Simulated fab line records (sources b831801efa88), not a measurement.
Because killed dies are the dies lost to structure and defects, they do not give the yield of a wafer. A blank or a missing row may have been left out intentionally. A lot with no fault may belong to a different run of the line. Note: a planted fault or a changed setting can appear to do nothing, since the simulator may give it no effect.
Chamber matching / flow sky130 / 4 sister chambers for SKY_VIA3_CMP_24 on cmp-02
The step polishes, stops on SiO2, t overpolish 20 s, target thk 0 nm. 20 wafers are shown with their chamber, then 10 later ones without.

WAFERS WITH THEIR CHAMBER
wafer=L074.1; chamber=0; motor current A (A)=11.0; time to endpoint s (s)=94; head pressure psi (psi)=3.494
wafer=L074.3; chamber=3; motor current A (A)=10.9; time to endpoint s (s)=89; head pressure psi (psi)=3.493
wafer=L074.6; chamber=0; motor current A (A)=10.3; time to endpoint s (s)=95; head pressure psi (psi)=3.487
wafer=L075.1; chamber=1; motor current A (A)=10.9; time to endpoint s (s)=92; head pressure psi (psi)=3.514
wafer=L075.4; chamber=0; motor current A (A)=11.2; time to endpoint s (s)=97; head pressure psi (psi)=3.489
wafer=L075.5; chamber=0; motor current A (A)=11.0; time to endpoint s (s)=96; head pressure psi (psi)=3.499
wafer=L079.1; chamber=2; motor current A (A)=12.0; time to endpoint s (s)=92; head pressure psi (psi)=3.506
wafer=L079.4; chamber=0; motor current A (A)=9.9; time to endpoint s (s)=97; head pressure psi (psi)=3.501
wafer=L079.6; chamber=3; motor current A (A)=10.4; time to endpoint s (s)=86; head pressure psi (psi)=3.493
wafer=L080.1; chamber=2; motor current A (A)=12.0; time to endpoint s (s)=93; head pressure psi (psi)=3.508
wafer=L080.2; chamber=3; motor current A (A)=10.1; time to endpoint s (s)=91; head pressure psi (psi)=3.508
wafer=L080.6; chamber=1; motor current A (A)=10.9; time to endpoint s (s)=91; head pressure psi (psi)=3.504
wafer=L083.1; chamber=3; motor current A (A)=10.6; time to endpoint s (s)=92; head pressure psi (psi)=3.508
wafer=L083.2; chamber=2; motor current A (A)=11.7; time to endpoint s (s)=95; head pressure psi (psi)=3.491
wafer=L083.5; chamber=0; motor current A (A)=10.4; time to endpoint s (s)=98; head pressure psi (psi)=3.500
wafer=L085.2; chamber=2; motor current A (A)=11.6; time to endpoint s (s)=99; head pressure psi (psi)=3.496
wafer=L085.3; chamber=3; motor current A (A)=10.5; time to endpoint s (s)=93; head pressure psi (psi)=3.488
wafer=L085.5; chamber=1; motor current A (A)=11.5; time to endpoint s (s)=96; head pressure psi (psi)=3.498
wafer=L087.1; chamber=2; motor current A (A)=11.4; time to endpoint s (s)=90; head pressure psi (psi)=3.504
wafer=L087.2; chamber=0; motor current A (A)=10.7; time to endpoint s (s)=97; head pressure psi (psi)=3.490

SIGNATURES, as means of the wafers listed above
reading=motor current A; chamber 0=10.643; chamber 1=11.100; chamber 2=11.740; chamber 3=10.500; scatter within a chamber=0.366
reading=time to endpoint s; chamber 0=96.29; chamber 1=93.00; chamber 2=93.80; chamber 3=90.20; scatter within a chamber=2.54
reading=head pressure psi; chamber 0=3.49429; chamber 1=3.50533; chamber 2=3.50100; chamber 3=3.49800; scatter within a chamber=0.00745
Rule: distance of a wafer from a chamber = root of the sum over the readings of ((wafer's reading minus chamber's mean) / reading's scatter) squared. The wafer belongs to the nearest chamber; if the next one is less than 2 further off, it can't be placed. How the scatter is found: for the shown wafers, subtract from each reading the mean of its chamber, square and add these, divide the total by (wafers less chambers), then take the root.

WAFERS MISSING THEIR CHAMBER
wafer=L087.3; motor current A (A)=11.0; time to endpoint s (s)=89; head pressure psi (psi)=3.517
wafer=L088.1; motor current A (A)=10.7; time to endpoint s (s)=87; head pressure psi (psi)=3.495
wafer=L088.3; motor current A (A)=11.8; time to endpoint s (s)=88; head pressure psi (psi)=3.499
wafer=L088.6; motor current A (A)=11.0; time to endpoint s (s)=90; head pressure psi (psi)=3.506
wafer=L097.1; motor current A (A)=10.6; time to endpoint s (s)=93; head pressure psi (psi)=3.504
wafer=L097.4; motor current A (A)=11.8; time to endpoint s (s)=98; head pressure psi (psi)=3.490
wafer=L097.5; motor current A (A)=11.6; time to endpoint s (s)=95; head pressure psi (psi)=3.510
wafer=L095.2; motor current A (A)=11.1; time to endpoint s (s)=100; head pressure psi (psi)=3.486
wafer=L095.4; motor current A (A)=10.6; time to endpoint s (s)=95; head pressure psi (psi)=3.499
wafer=L095.5; motor current A (A)=10.5; time to endpoint s (s)=90; head pressure psi (psi)=3.498

EACH ONE'S CHAMBER
wafer=L087.3; from the rows above=can't be placed: 1 or 3 or 2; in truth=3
wafer=L088.1; from the rows above=can't be placed: 3 or 1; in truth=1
wafer=L088.3; from the rows above=can't be placed: 2 or 1 or 3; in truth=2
wafer=L088.6; from the rows above=can't be placed: 1 or 3 or 2 or 0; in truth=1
wafer=L097.1; from the rows above=can't be placed: 1 or 3 or 0 or 2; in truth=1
wafer=L097.4; from the rows above=can't be placed: 2 or 0 or 1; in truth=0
wafer=L097.5; from the rows above=can't be placed: 2 or 1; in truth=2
wafer=L095.2; from the rows above=can't be placed: 0 or 2 or 1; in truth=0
wafer=L095.4; from the rows above=can't be placed: 0 or 1 or 3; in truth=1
wafer=L095.5; from the rows above=3; in truth=3
Correctly placed: 1 of 10. Can't be placed from these rows: 9 (the true chamber is among the candidates in 9). Placed wrongly: 0.
